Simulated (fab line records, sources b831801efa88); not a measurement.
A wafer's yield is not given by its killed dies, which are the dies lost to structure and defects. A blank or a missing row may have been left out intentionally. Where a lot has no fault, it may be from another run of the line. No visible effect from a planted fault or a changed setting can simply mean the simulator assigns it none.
Matching of chambers	flow gf180mcu	4 sister chambers for GF_STI_ETCH_13 on rie-diel-01
The step etches the open film in CHF3/O2, stops on Si, target depth 282.31 nm, time 112.9 s. 14 wafers are shown with their chamber, then 7 later ones without.

== WAFERS PAIRED WITH THEIR CHAMBERS ==
wafer	chamber	drypump-motor-current-A (A)	oes-product-au (a.u.)	throttle-valve-pct (%)
L181.2	1	4.9	0.836	8.810
L181.4	0	4.8	0.830	8.807
L181.5	3	5.5	0.832	8.801
L188.1	3	5.5	0.834	8.819
L188.5	2	5.1	0.828	8.801
L188.6	3	5.5	0.834	8.831
L191.1	0	4.8	0.829	8.811
L191.2	1	4.9	0.839	8.807
L191.3	3	5.5	0.834	8.800
L194.4	2	5.1	0.837	8.804
L194.5	1	4.9	0.839	8.802
L194.6	0	4.9	0.838	8.813
L200.1	3	5.5	0.829	8.803
L200.4	1	4.9	0.840	8.812

SIGNATURES (averages over the wafers above)
reading	chamber 0	chamber 1	chamber 2	chamber 3	scatter within a chamber
drypump-motor-current-A	4.833	4.900	5.100	5.500	0.0258
oes-product-au	0.83233	0.83850	0.83250	0.83260	0.00343
throttle-valve-pct	8.81033	8.80775	8.80250	8.81080	0.0091
Rule: a wafer lies at a distance from a chamber equal to the root of the sum of squares, over the readings, of (its reading less the chamber's mean, divided by the reading's scatter). If the next closest chamber is less than 2 further off than the closest, the wafer can't be placed; otherwise it belongs to the closest. How the scatter is found: for the shown wafers, subtract from each reading the mean of its chamber, square and add these, divide the total by (wafers less chambers), then take the root.

== WAFERS WITH NO CHAMBER GIVEN ==
wafer	drypump-motor-current-A (A)	oes-product-au (a.u.)	throttle-valve-pct (%)
L200.5	4.8	0.832	8.821
L202.2	5.1	0.834	8.802
L202.4	5.5	0.831	8.809
L202.5	4.8	0.823	8.807
L203.2	4.9	0.824	8.810
L203.3	5.5	0.830	8.813
L203.6	4.9	0.832	8.801

== THE CHAMBER EACH PASSED THROUGH ==
wafer	from the rows above	in truth
L200.5	0	0
L202.2	2	2
L202.4	3	3
L202.5	0	0
L203.2	can't be placed: 0 or 1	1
L203.3	3	3
L203.6	can't be placed: 1 or 0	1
5 of 7 placed correctly. Not placeable from these rows: 2 (in 2, the candidates include the true chamber). 0 placed wrongly.
